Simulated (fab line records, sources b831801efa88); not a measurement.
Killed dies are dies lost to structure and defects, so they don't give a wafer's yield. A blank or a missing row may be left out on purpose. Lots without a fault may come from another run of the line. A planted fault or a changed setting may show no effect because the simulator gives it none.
One fault seen from 2 desks | flow sky130 | each desk has only its own numbers; what lay behind them comes last

THE TOOL OWNER'S DESK: rie_diel-01
The tool's own readings at SKY_VIA3_ETCH_15 (etches SiO2 in C4F8/O2/Ar, stops on TiN, target depth 507 nm, time 78 s): means of the sampled wafers that have a number, for each lot that ran on this tool. A lot is out of limits, marked OUT, if its mean lies more than 4 standard deviations from the usual mean; the brackets give that distance.
Columns: A = oes_product_au at SKY_VIA3_ETCH_15, usual 0.945 a.u.; B = run_length_s at SKY_VIA3_ETCH_15, usual 106.2 s
lot  | first seen here | A               | B
L186 | day 40 06:14    | 0.941           | 106.1
L191 | day 41 23:34    | 0.947           | 106.1
L192 | day 42 00:55    | 0.944           | 105.9
L195 | day 43 04:59    | 0.945           | 106.3
L197 | day 43 11:04    | 0.865 (-16) OUT | 119.4 (+32) OUT
L199 | day 44 01:52    | 0.859 (-18) OUT | 119.3 (+32) OUT
This desk's finding: out of limits on L197, L199; first on L197, day 43 11:04 (oes_product_au at SKY_VIA3_ETCH_15). In limits: L186, L191, L192, L195.

THE METROLOGY DESK
What the gauges read, lot by lot, whatever tool the lot ran on: means of the sampled wafers that have a number. A lot is out of limits, marked OUT, if its mean lies more than 4 standard deviations from the usual mean; the brackets give that distance.
Columns: A = CAPM_CVD_00_THK at SKY_CAPM_THK_MEAS_01, usual 15.46 nm; B = cd_nm at SKY_METAL3_CD_MEAS_13, usual 300.3 nm
lot  | first seen here | A     | B
L186 | day 36 22:37    | 15.54 | 301.0
L189 | day 38 01:57    | 15.58 | 299.6
L191 | day 38 21:04    | 15.14 | 298.3
L192 | day 38 21:39    | 15.59 | 300.2
L193 | day 39 20:35    | 15.41 | 300.2
L195 | day 40 03:34    | 15.09 | 298.5
L197 | day 40 10:01    | 15.72 | 301.2
L196 | day 40 15:02    | 15.58 | 300.6
L198 | day 40 16:37    | 15.84 | 299.3
L199 | day 41 01:13    | 15.56 | 300.8
L206 | day 42 22:06    | 15.17 | 303.1
This desk's finding: nothing out of limits on any of the 11 lots.

PUT TOGETHER
The tool owner's desk could have raised an alarm at day 43 11:04, on L197, L199.
The metrology desk saw nothing out of limits.
The metrology desk has L197, L199 on record, within its limits.
Of the lots named, all ran SKY_VIA3_ETCH_15 on rie_diel-01.

WHAT THE SIMULATOR HAD PUT IN
Process parameter drift: rie_diel-01, from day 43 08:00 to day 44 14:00, at SKY_VIA3_ETCH_15. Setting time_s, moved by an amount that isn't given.
Lots struck among those shown: L197, L199.
Hours from the fault's start to each desk's first reading out of limits: the tool owner's desk, 3.
